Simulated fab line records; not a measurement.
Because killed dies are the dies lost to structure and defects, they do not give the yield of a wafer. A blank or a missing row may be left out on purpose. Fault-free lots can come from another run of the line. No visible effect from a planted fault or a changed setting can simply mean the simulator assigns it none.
Matching of chambers || flow sfq line || cmp-02 running SFQ_TRILAYER_I3_CMP_CMP_082: 4 sister chambers
The step polishes SiO2. 4 wafers are shown with their chamber, then 7 later ones without.

## EACH WAFER AND ITS CHAMBER
{"wafer": "L423.6", "chamber": 3, "motor current A (A)": 10.9}
{"wafer": "L427.1", "chamber": 1, "motor current A (A)": 9.2}
{"wafer": "L427.3", "chamber": 0, "motor current A (A)": 10.1}
{"wafer": "L427.5", "chamber": 2, "motor current A (A)": 9.9}

## WAFERS MISSING THEIR CHAMBER
{"wafer": "L430.1", "motor current A (A)": 9.6}
{"wafer": "L435.4", "motor current A (A)": 9.9}
{"wafer": "L435.2", "motor current A (A)": 9.6}
{"wafer": "L435.6", "motor current A (A)": 10.7}
{"wafer": "L438.4", "motor current A (A)": 10.4}
{"wafer": "L438.3", "motor current A (A)": 11.0}
{"wafer": "L438.6", "motor current A (A)": 9.5}

## EACH ONE'S CHAMBER
{"wafer": "L430.1", "from the rows above": "can't be placed: 2 or 1 or 0", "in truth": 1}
{"wafer": "L435.4", "from the rows above": "can't be placed: 2 or 0", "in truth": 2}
{"wafer": "L435.2", "from the rows above": "can't be placed: 2 or 1 or 0", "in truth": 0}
{"wafer": "L435.6", "from the rows above": "can't be placed: 3 or 0", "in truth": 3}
{"wafer": "L438.4", "from the rows above": "can't be placed: 0 or 2 or 3", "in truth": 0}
{"wafer": "L438.3", "from the rows above": 3, "in truth": 3}
{"wafer": "L438.6", "from the rows above": "can't be placed: 1 or 2 or 0", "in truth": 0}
1 of 7 placed correctly. From these rows, 6 cannot be placed; in 6 the true chamber is one of the candidates. Placed wrongly: 0.
How it was worked out, from the rows above alone: a wafer's distance from a chamber is the root of the sum, over the readings, of the square of ((its reading less the chamber's mean) divided by the reading's scatter). If the next closest chamber is less than 2 further off than the closest, the wafer can't be placed; otherwise it belongs to the closest. A chamber's mean is the mean of its shown wafers. The scatter: with one shown wafer a chamber, the root of the mean of the squares of how far each hidden wafer lies from its nearest shown one.
